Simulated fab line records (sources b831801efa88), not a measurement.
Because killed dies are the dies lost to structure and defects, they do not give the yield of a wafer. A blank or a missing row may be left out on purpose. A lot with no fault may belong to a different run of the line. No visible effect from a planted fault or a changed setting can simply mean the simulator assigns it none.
Which tool was responsible? -- flow sky130 -- 39 wafers from 13 lots sampled at 3 of the route's 708 steps

== WHAT THE GAUGES READ, wafer by wafer ==
SKY_FIELD_ISO_THK_MEAS_23. Usual: FIELD_ISO_OXIDATION_01_THK 10.05 nm, standard deviation 0.2.
lot,measured,on,FIELD_ISO_OXIDATION_01_THK (nm),flag
L977,day 2 10:57,film-metro-01,9.89 9.85 10.03,
L978,day 2 15:30,film-metro-02,9.88 9.88 9.83,
L979,day 2 19:35,film-metro-01,9.93 9.83 9.86,
L981,day 3 06:11,film-metro-01,9.85 9.70 10.00,
L982,day 3 10:34,film-metro-01,10.09 10.06 10.20,
L983,day 3 16:14,film-metro-02,9.96 9.87 10.01,
L986,day 4 07:31,film-metro-01,9.76 9.70 9.68,
L987,day 4 14:07,film-metro-01,9.86 9.85 9.93,
L990,day 5 07:29,film-metro-03,10.10 10.05 10.08,
L991,day 5 12:48,film-metro-02,9.93 9.88 9.94,
L993,day 5 20:01,film-metro-02,9.78 9.79 10.07,
L995,day 6 06:28,film-metro-02,10.54 10.37 10.41,
L100,day 7 08:02,film-metro-02,10.24 10.15 10.14,

SKY_SD_N_TW_MEAS_12. Usual: SD_N_TW 3952, standard deviation 41.
lot,measured,on,SD_N_TW,flag
L977,day 29 09:25,film-metro-04,3915 3923 3908,
L978,day 29 08:53,film-metro-04,3911 3910 3916,
L979,day 29 06:42,film-metro-04,3915 3907 3898,
L981,day 29 12:17,film-metro-03,3963 3960 3958,
L982,day 29 13:23,film-metro-01,3974 3975 3969,
L983,day 30 02:20,film-metro-01,4008 4010 3999,
L986,day 30 21:44,film-metro-04,3894 3884 3885,
L987,day 32 06:14,film-metro-03,3976 3978 3988,
L990,day 32 11:58,film-metro-04,3926 3949 3930,
L991,day 33 05:59,film-metro-01,4001 4000 4007,
L993,day 33 02:28,film-metro-04,3946 3929 3954,
L995,day 33 11:20,film-metro-03,3985 3962 3954,
L100,day 35 05:08,film-metro-03,3988 3999 3999,

== EACH LOT AND THE TOOL THAT RAN IT (in order: tool; ch and the chambers of the sampled wafers; start) ==
lot,SKY_LDD_N_IMPLANT_10
L977,"implanter-03 ch 0, day 19 06:43"
L978,"implanter-04 ch 0, day 19 06:43"
L979,"implanter-02 ch 0, day 19 06:26"
L981,"implanter-03 ch 0, day 19 15:02"
L982,"implanter-04 ch 0, day 19 15:19"
L983,"implanter-02 ch 0, day 20 05:47"
L986,"implanter-02 ch 0, day 21 01:27"
L987,"implanter-03 ch 0, day 22 14:31"
L990,"implanter-04 ch 0, day 22 21:21"
L991,"implanter-04 ch 0, day 23 15:48"
L993,"implanter-02 ch 0, day 23 14:13"
L995,"implanter-04 ch 0, day 23 23:52"
L100,"implanter-03 ch 0, day 25 23:44"
- SKY_LDD_N_IMPLANT_10

== AS READ BY THE TOOLS THEMSELVES (means over the sampled wafers that have a number; for cases with no such wafer, the mark the record gives instead) ==
SKY_LDD_N_IMPLANT_10. Usual: dose-ions-cm2 7.499e+13, standard deviation 8e+10; faraday-current-uA 423, standard deviation 8.1; rotation-deg 202.99 degrees, standard deviation 0.062.
lot,tool,dose-ions-cm2,faraday-current-uA,rotation-deg (degrees),flag
L977,implanter-03,7.502e+13,423,202.90,
L978,implanter-04,7.494e+13,428,203.03,
L979,implanter-02,7.494e+13,424,202.98,
L981,implanter-03,7.497e+13,427,202.98,
L982,implanter-04,7.499e+13,420,202.94,
L983,implanter-02,7.501e+13,425,202.97,
L986,implanter-02,7.501e+13,425,203.02,
L987,implanter-03,7.497e+13,413,202.94,
L990,implanter-04,7.494e+13,415,203.05,
L991,implanter-04,6.455e+13,355,202.99,OFF
L993,implanter-02,7.499e+13,419,202.95,
L995,implanter-04,6.455e+13,371,203.00,OFF
L100,implanter-03,7.504e+13,416,202.94,

== THE ANSWER, worked out from the rows above alone ==
Rule: lot off if the mean of its wafers having a number is beyond 3 standard deviations from the usual mean. Also off: a lot with no number at a reading for which 4 or more lots have one. Where the step has rows for the other lots, those lots are counted as sound. Order of review: gauges by route order, followed by the tools' own readings, for which a lot's mean as printed above is used. At the first step where some lot is off, the reading lying furthest off is the one used; lots without a number count as furthest.
Off: L991, L995 (SKY_LDD_N_IMPLANT_10, dose-ions-cm2).
A tool fits if, at that step or a process step before it, it ran every lot that is off, and no sound lot after the first of them. One fits: SKY_LDD_N_IMPLANT_10 on implanter-04. A fault onset in the window from L990 (day 22 21:21, its last sound lot) to L991 (day 23 15:48, its first lot off) fits.
The tool's own readings at SKY_LDD_N_IMPLANT_10 bear it out: on the lots that are off they differ by more than 5 times the standard deviation of the sound lots' means. dose-ions-cm2 reads 6.455e+13 there against 7.498e+13 on the sound lots; faraday-current-uA reads 363 there against 421 on the sound lots.

== WHAT THE SIMULATOR PUT IN ==
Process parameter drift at SKY_LDD_N_IMPLANT_10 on implanter-04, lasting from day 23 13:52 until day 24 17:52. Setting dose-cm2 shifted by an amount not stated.
Struck lots among those shown: L991, L995. This agrees with what the rule above found.
